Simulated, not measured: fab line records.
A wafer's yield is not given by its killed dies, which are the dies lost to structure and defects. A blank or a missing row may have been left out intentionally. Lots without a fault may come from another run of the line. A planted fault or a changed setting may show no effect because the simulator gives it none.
A lot that was struck, set against a sound lot + flow sky130 + 19 steps out of a route of 708
Sound: wafers L652.1, L652.4, L652.5. Struck: wafers L662.2, L662.4, L662.5. The cause is given at the end.
Order at every step that has rows: each side's tool, ch and its chambers, its first start. Under that, the readings that differ: sound wafers + struck wafers + difference of the means + sigmas: that difference in standard deviations of wafers without a fault.
alike: a reading whose means differ by less than 2 such deviations, as well as words and numbers matching on both sides. not compared: withheld readings; readings where some wafer has no value; bounds like >300 that might hide an equal value; numbers whose values overlap and for which the record gives no deviation.
A row with sigmas, a row that says differs or no value, or rows on one side alone: a step with any of these is where the two part. Numbers that have no deviation but don't overlap get no sigmas and don't part them. A reading that every wafer of one side lacks parts them only if that side has two wafers or more.

first, 4 steps without rows for these wafers: SKY_VT_ADJUST_PCH_SOFTBAKE_03; SKY_VT_ADJUST_PCH_EXPOSE_04 (exposes mask NWM, target cd 840 nm); SKY_VT_ADJUST_PCH_PEB_05; SKY_VT_ADJUST_PCH_DEVELOP_06 (develop time 60 s).
SKY_VT_ADJUST_PCH_OVL_MEAS_07:
  sound: overlay-01 at day 12 19:10; struck: overlay-01 at day 15 15:59
  alike: VT_ADJUST_PCH_OVL
following that, these wafers have no rows for 1 step: SKY_VT_ADJUST_PCH_IMPLANT_08.
SKY_VT_ADJUST_PCH_STRIP_09: strips in O2/N2.
  sound on plasma_asher-02 ch 1, day 12 19:22; struck on plasma_asher-02 ch 0,1, day 15 16:10
  alike: chamber_pressure_mTorr, drypump_motor_current_A, o2_flow_sccm, oes_product_au, strip_time_to_endpoint_s
  not compared: rf_hours_counter_h
SKY_VT_ADJUST_PCH_TW_MEAS_10:
  sound: film_metro-04 at day 12 19:28; struck: film_metro-03 at day 15 16:16
  alike: VT_ADJUST_PCH_TW
then, 4 steps without rows for these wafers: SKY_SONOS_TUNNEL_DEHYDRATE_00 (time 60 s); SKY_SONOS_TUNNEL_HMDS_01 (prime time 60 s); SKY_SONOS_TUNNEL_COAT_02 (resist thk 1140 nm); SKY_SONOS_TUNNEL_SOFTBAKE_03 (time 60 s).
SKY_SONOS_TUNNEL_EXPOSE_04: exposes mask TUNM, target cd 410 nm.
  sound on iline_stepper-01 ch 0, day 13 08:05; struck on iline_stepper-01 ch 0, day 16 05:58
| reading                              | sound                | struck            | difference | sigmas |
|--------------------------------------|----------------------|-------------------|------------|--------|
| model.SONOS_TUNNEL.overlay_x_nm (nm) | 0.1695 0.1695 0.1695 | 172.2 172.2 172.2 | +172.0     |        |
  alike: mask, exposure_dose_mJ_cm2
then, 2 steps without rows for these wafers: SKY_SONOS_TUNNEL_PEB_05; SKY_SONOS_TUNNEL_DEVELOP_06 (develop time 60 s).
SKY_SONOS_TUNNEL_CD_MEAS_07: target cd 410 nm.
  sound: cd_sem-01 at day 13 20:34; struck: cd_sem-01 at day 16 19:41
| reading    | sound             | struck            | difference | sigmas |
|------------|-------------------|-------------------|------------|--------|
| cd_nm (nm) | 409.2 409.8 408.3 | 413.2 414.5 412.9 | +4.4       | +2     |
SKY_SONOS_TUNNEL_OVL_MEAS_08:
  sound: overlay-01 at day 13 20:41; struck: overlay-01 at day 16 19:48
| reading               | sound          | struck            | difference | sigmas      |
|-----------------------|----------------|-------------------|------------|-------------|
| SONOS_TUNNEL_OVL (nm) | -2.1 -0.9 -2.0 | 168.9 168.6 167.6 | +170.0     | +99 or more |
following that, these wafers have no rows for 1 step: SKY_SONOS_TUNNEL_IMPLANT_09.
-- the record jumps here: 33 days lie between the struck wafers' starts before and after (it left off in module SONOS_TUNNEL and takes up again in module PAD_OPEN, whose first step shown is number 708 of the route) --
SKY_PAD_OPEN_PROBE_99:
  sound: prober-02 at day 47 22:58; struck: prober-02 at day 49 22:02
| reading                                     | sound                   | struck                  | difference | sigmas |
|---------------------------------------------|-------------------------|-------------------------|------------|--------|
| killed_at_front_end                         | 27 16 14                | 236 230 228             | +212       | +52    |
| killed_dies                                 | 90 88 70                | 306 306 297             | +220       | +22    |
| killed_on_rim                               | 21 15 11                | 58 53 54                | +39        | +10    |
| model.etest.sonos_erased.drive_ua_um        | 201.9 220 207.2         | 68.02 76.12 73.95       | -137.00    |        |
| model.etest.sonos_uncharged.r_on_ohm_um     | 789.9 799 801.5         | 729.5 736.2 725.9       | -66.3      |        |
| model.etest.sonos_programmed.off_log10_a_um | -13.8 -13.94 -13.84     | -10.35 -10.38 -10.67    | +3.39      |        |
| model.etest.sonos_erased.vt_v (V)           | -2.38 -2.421 -2.368     | -0.9446 -0.9711 -0.9564 | +1.4323    |        |
| model.etest.sonos_programmed.vt_v (V)       | 1.673 1.647 1.631       | 1.214 1.184 1.269       | -0.428     |        |
| model.etest.sonos_baked.vt_v (V)            | 1.065 1.088 1.068       | 0.7541 0.6675 0.7515    | -0.3493    |        |
| model.etest.sonos_uncharged.vt_v (V)        | -0.4803 -0.4446 -0.4506 | -0.6847 -0.6778 -0.6727 | -0.2199    |        |
  alike: killed_at_M0_to_M3, killed_at_M4_up, killed_at_contacts, killed_at_other, killed_open, killed_short

WHERE THEY PART
First at SKY_SONOS_TUNNEL_CD_MEAS_07; last, within this record, at SKY_PAD_OPEN_PROBE_99.

WHY: what had been put in by the simulator
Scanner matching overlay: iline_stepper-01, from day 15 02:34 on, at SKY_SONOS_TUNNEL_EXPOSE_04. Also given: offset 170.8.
